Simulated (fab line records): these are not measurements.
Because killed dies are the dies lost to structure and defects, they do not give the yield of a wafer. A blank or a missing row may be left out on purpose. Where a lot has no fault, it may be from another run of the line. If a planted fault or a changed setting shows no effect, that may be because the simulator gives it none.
Comparing a struck lot with a sound one -- flow sky130 -- 22 steps out of a route of 708
Sound: these wafers, L316.2, L316.3, L316.6. Wafers struck: L321.2, L321.5, L321.6. The cause comes at the end.
At each step with rows: each side's tool, then ch and its chambers, then its first start. Under that, the readings that differ: sound wafers -- struck wafers -- difference of the means -- sigmas: that difference in standard deviations of wafers without a fault.
alike: readings whose means differ by less than 2 such deviations, and words and numbers that are the same on both sides. not compared: withheld readings, readings that some wafer has no value for, bounds like >300 that may hide the same value, and numbers for which the record gives no deviation and whose values overlap.
A row with sigmas, a row that says differs or no value, or rows on one side alone: a step with any of these is where the two part. Non-overlapping numbers with no deviation appear without sigmas and do not part them. A reading that every wafer of one side lacks parts them only if that side has two wafers or more.

SKY_METAL4_SPUTTER_00: material Ti, target thk 15 nm, time 10 s.
  sound on pvd-sputter-03 at day 41 20:48; struck on pvd-sputter-02 at day 45 04:38
  alike: throttle-valve-pct
SKY_METAL4_SPUTTER_01: material TiN, target thk 20 nm, time 16.7 s.
  sound on pvd-sputter-03 at day 41 20:49; struck on pvd-sputter-02 at day 45 04:40
  alike: throttle-valve-pct
SKY_METAL4_SPUTTER_02: material AlCu, target thk 735 nm, time 39.1 s.
  sound on pvd-sputter-03 at day 41 20:51; struck on pvd-sputter-02 at day 45 04:41
  alike: throttle-valve-pct
then, 2 steps without rows for these wafers: SKY_METAL4_SPUTTER_03 (material Ti, target thk 5 nm, time 3.3 s); SKY_METAL4_SPUTTER_04 (material TiN, target thk 70 nm, time 58.3 s).
SKY_CAP2M_CVD_00: deposits SiO2, target thk 15.5 nm.
  sound on pecvd-02 ch 0,1, day 41 20:57; struck on pecvd-03 ch 0,2, day 45 04:48
  alike: heater-power-w, rf-fwd-power-W
SKY_CAP2M_THK_MEAS_01:
  sound on film-metro-02 at day 41 20:59; struck on film-metro-04 at day 45 04:50
  alike: CAP2M_CVD_00_THK
SKY_CAP2M_SPUTTER_02: material TiN, target thk 200 nm, time 166.7 s.
  sound on pvd-sputter-04 at day 41 21:02; struck on pvd-sputter-03 at day 45 04:53
  alike: throttle-valve-pct
SKY_CAP2M_RS_MEAS_03: measures by four-point-probe.
  sound on film-metro-02 at day 41 21:10; struck on film-metro-04 at day 45 05:01
  alike: CAP2M_TIN_RS
SKY_CAP2M_THK_MEAS_04: measures by xrf.
  sound on film-metro-02 at day 41 21:16; struck on film-metro-04 at day 45 05:07
  alike: CAP2M_TIN_THK
then, 2 steps without rows for these wafers: SKY_CAP2M_DEHYDRATE_05 (time 60 s); SKY_CAP2M_HMDS_06 (prime time 60 s).
SKY_CAP2M_COAT_07: resist thk 1140 nm.
  sound on litho-track-01 ch 0, day 42 08:11; struck on litho-track-03 ch 0, day 45 14:06
reading,sound,struck,difference,sigmas
spin-speed-rpm (rpm),2999.6 3000.2 2997.9,2898.4 2901.6 2895.1,-100.9,-48
model.NOVOLAK_of_CAP2M_COAT_07.thk-nm (nm),1142 1141 1141,1162 1166 1162,+22,
then, 4 steps without rows for these wafers: SKY_CAP2M_SOFTBAKE_08 (time 60 s); SKY_CAP2M_EXPOSE_09 (exposes mask CAP2M, target cd 1000 nm); SKY_CAP2M_PEB_10; SKY_CAP2M_DEVELOP_11 (develop time 60 s).
SKY_CAP2M_OVL_MEAS_12:
  sound on overlay-02 at day 42 19:34; struck on overlay-01 at day 46 01:34
  alike: CAP2M_OVL
SKY_CAP2M_METAL_ETCH_13: etches TiN in Cl2/BCl3, stops on SiO2, target depth 220 nm, time 62.9 s.
  sound on rie-metal-03 ch 0,1, day 42 19:36; struck on rie-metal-04 ch 0,1, day 46 01:36
reading,sound,struck,difference,sigmas
model.NOVOLAK_of_CAP2M_COAT_07.thk-nm (nm),992.1 990.4 993.8,1013 1017 1017,+24,
  alike: bias-w, drypump-motor-current-A, oes-product-au, rf-fwd-power-W, throttle-valve-pct
  not compared: rf-hours-counter-h
SKY_CAP2M_STRIP_14: strips in O2/N2.
  sound on plasma-asher-04 ch 0,1, day 42 19:41; struck on plasma-asher-04 ch 0,1, day 46 01:41
reading,sound,struck,difference,sigmas
strip-time-to-endpoint-s (s),12.65 12.62 12.67,12.81 12.85 12.87,+0.20,+5
  alike: drypump-motor-current-A, oes-product-au
  not compared: rf-hours-counter-h
then, 1 step without rows for these wafers: SKY_CAP2M_STRIP_15 (strips in post etch residue remover, time 1200 s).
-- the record jumps here: 4 days lie between the struck wafers' starts before and after (it left off in module CAP2M and takes up again in module PAD_OPEN, whose first step shown is number 708 of the route) --
SKY_PAD_OPEN_PROBE_99:
  rows exist in the record for the struck wafers here (prober-02, day 50 08:20), but not for the sound ones

## WHERE THEY PART
At SKY_CAP2M_COAT_07 first; at SKY_PAD_OPEN_PROBE_99 last (within this record only).

WHY: whatever the simulator had introduced
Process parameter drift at SKY_CAP2M_COAT_07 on litho-track-03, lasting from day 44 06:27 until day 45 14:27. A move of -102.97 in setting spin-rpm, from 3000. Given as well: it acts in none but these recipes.
